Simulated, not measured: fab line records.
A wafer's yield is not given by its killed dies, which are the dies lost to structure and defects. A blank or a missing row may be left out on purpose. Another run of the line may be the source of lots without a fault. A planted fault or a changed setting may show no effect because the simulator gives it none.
Lot-split experiment :: flow sfq_line :: 23 wafers read from 5 lots, route of 325 steps

SPLIT DETAILS
At SFQ_TRILAYER_JJ_TRILAYER_DEP_SPUTTER_112 (material Nb, target thk 170 nm, time 113.3 s), the setting power_w was moved away from the recipe's 2000 W on 8 of the 23 wafers read, by -7.6% to +8.1%. This setting was run at the recipe's value on the other wafers.

The file shows no step between the split and the reading.

THE READING
JJ_NB_RS (ohm/sq), read at SFQ_JJ_RS_MEAS_929 with a four-point probe. Fault-free wafers of this fab line usually give 1.059 ohm/sq, standard deviation 0.016 ohm/sq.

wafer: L076.1
tool, chamber at the split: pvd_sputter-03, -
power_w as run, W: 2000
against the recipe: recipe
JJ_NB_RS, ohm/sq: 1.080
against lot-mates on the recipe: -

wafer: L076.3
tool, chamber at the split: pvd_sputter-03, -
power_w as run, W: 2000
against the recipe: recipe
JJ_NB_RS, ohm/sq: 1.079
against lot-mates on the recipe: -

wafer: L076.5
tool, chamber at the split: pvd_sputter-03, -
power_w as run, W: 2000
against the recipe: recipe
JJ_NB_RS, ohm/sq: 1.068
against lot-mates on the recipe: -

wafer: L077.1
tool, chamber at the split: pvd_sputter-05, -
power_w as run, W: 2000
against the recipe: recipe
JJ_NB_RS, ohm/sq: 1.065
against lot-mates on the recipe: -

wafer: L077.2
tool, chamber at the split: pvd_sputter-05, -
power_w as run, W: 2000
against the recipe: recipe
JJ_NB_RS, ohm/sq: 1.070
against lot-mates on the recipe: -

wafer: L077.3
tool, chamber at the split: pvd_sputter-05, -
power_w as run, W: 2163
against the recipe: +8.1%
JJ_NB_RS, ohm/sq: 0.992
against lot-mates on the recipe: -0.076

wafer: L077.5
tool, chamber at the split: pvd_sputter-05, -
power_w as run, W: 2000
against the recipe: recipe
JJ_NB_RS, ohm/sq: 1.070
against lot-mates on the recipe: -

wafer: L077.6
tool, chamber at the split: pvd_sputter-05, -
power_w as run, W: 2163
against the recipe: +8.1%
JJ_NB_RS, ohm/sq: 0.979
against lot-mates on the recipe: -0.089

wafer: L078.1
tool, chamber at the split: pvd_sputter-04, -
power_w as run, W: 2000
against the recipe: recipe
JJ_NB_RS, ohm/sq: 1.040
against lot-mates on the recipe: -

wafer: L078.2
tool, chamber at the split: pvd_sputter-04, -
power_w as run, W: 1910
against the recipe: -4.5%
JJ_NB_RS, ohm/sq: 1.102
against lot-mates on the recipe: +0.069

wafer: L078.3
tool, chamber at the split: pvd_sputter-04, -
power_w as run, W: 2000
against the recipe: recipe
JJ_NB_RS, ohm/sq: 1.027
against lot-mates on the recipe: -

wafer: L078.5
tool, chamber at the split: pvd_sputter-04, -
power_w as run, W: 1910
against the recipe: -4.5%
JJ_NB_RS, ohm/sq: 1.100
against lot-mates on the recipe: +0.067

wafer: L078.6
tool, chamber at the split: pvd_sputter-04, -
power_w as run, W: 1910
against the recipe: -4.5%
JJ_NB_RS, ohm/sq: 1.100
against lot-mates on the recipe: +0.067

wafer: L083.2
tool, chamber at the split: pvd_sputter-03, -
power_w as run, W: 2000
against the recipe: recipe
JJ_NB_RS, ohm/sq: 1.069
against lot-mates on the recipe: -

wafer: L083.3
tool, chamber at the split: pvd_sputter-03, -
power_w as run, W: 2000
against the recipe: recipe
JJ_NB_RS, ohm/sq: 1.090
against lot-mates on the recipe: -

wafer: L083.4
tool, chamber at the split: pvd_sputter-03, -
power_w as run, W: 2000
against the recipe: recipe
JJ_NB_RS, ohm/sq: 1.086
against lot-mates on the recipe: -

wafer: L083.5
tool, chamber at the split: pvd_sputter-03, -
power_w as run, W: 2000
against the recipe: recipe
JJ_NB_RS, ohm/sq: 1.090
against lot-mates on the recipe: -

wafer: L083.6
tool, chamber at the split: pvd_sputter-03, -
power_w as run, W: 2000
against the recipe: recipe
JJ_NB_RS, ohm/sq: 1.065
against lot-mates on the recipe: -

wafer: L085.1
tool, chamber at the split: pvd_sputter-05, -
power_w as run, W: 2000
against the recipe: recipe
JJ_NB_RS, ohm/sq: 1.071
against lot-mates on the recipe: -

wafer: L085.2
tool, chamber at the split: pvd_sputter-05, -
power_w as run, W: 1848
against the recipe: -7.6%
JJ_NB_RS, ohm/sq: 1.165
against lot-mates on the recipe: +0.109

wafer: L085.3
tool, chamber at the split: pvd_sputter-05, -
power_w as run, W: 2000
against the recipe: recipe
JJ_NB_RS, ohm/sq: 1.041
against lot-mates on the recipe: -

wafer: L085.5
tool, chamber at the split: pvd_sputter-05, -
power_w as run, W: 1848
against the recipe: -7.6%
JJ_NB_RS, ohm/sq: 1.153
against lot-mates on the recipe: +0.097

wafer: L085.6
tool, chamber at the split: pvd_sputter-05, -
power_w as run, W: 1848
against the recipe: -7.6%
JJ_NB_RS, ohm/sq: 1.136
against lot-mates on the recipe: +0.080

FIT RESULTS
A straight line over all 23 wafers: JJ_NB_RS changes by -0.0101 ohm/sq for each +1% of power_w; r = -0.93; the points scatter about the line by 0.017 ohm/sq.
The same after taking each lot's own level away (the mean of its wafers on the recipe; 23 wafers): -0.0119 ohm/sq for each +1%; r = -0.98; scatter 0.011 ohm/sq.
Per that fit: largest power_w move, reading shift of 0.097 ohm/sq.
The lots' own levels span 1.0335 to 1.0800 ohm/sq, that is 2.9 times the standard deviation above.
Hence the slope depends on the lot-to-lot level, as the two fits are not the same.
Check: -0.0995 ohm/sq against its lot-mates is what the line predicts for one of the wafers moved furthest among these (+8.1%) when that wafer is left out of the fit. Against them it came out at -0.0763 ohm/sq.

THESE WAFERS: OTHER SPLITS
Other splits were also applied to these wafers ahead of the reading. Each is held against what the fit with the lots' levels taken away leaves over:
other split on the same wafers: SFQ_TRILAYER_I4_VIA_LITHO_EXPOSE_104 dose_mj
wafers away from the commonest value: 10
r with JJ_NB_RS (lot level and that fit taken away): -0.18

other split on the same wafers: SFQ_TRILAYER_I4_VIA_ETCH_VIA_ETCH_106 source_w
wafers away from the commonest value: 8
r with JJ_NB_RS (lot level and that fit taken away): +0.26

THE WHOLE CHAIN: every reading that the file lists as answering this split, in the file's order
step: SFQ_TRILAYER_JJ_TRILAYER_DEP_SPUTTER_112
what it does: material Nb, target thk 170 nm, time 113.3 s
reading: Nb_of_TRILAYER_JJ_TRILAYER_DEP_SPUTTER_112.thk_nm (the simulator's own value, which no gauge read)
change (the file's fit): +1.81 nm for each +1% of the setting
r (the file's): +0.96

step: SFQ_JJ_RS_MEAS_929
what it does: measures by four-point-probe
reading: JJ_NB_RS
change (the file's fit): -0.0118 for each +1% of the setting
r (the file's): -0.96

THE FILE'S OWN FIT
JJ_NB_RS changes by -0.0118 ohm/sq for each +1% of power_w, r = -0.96.
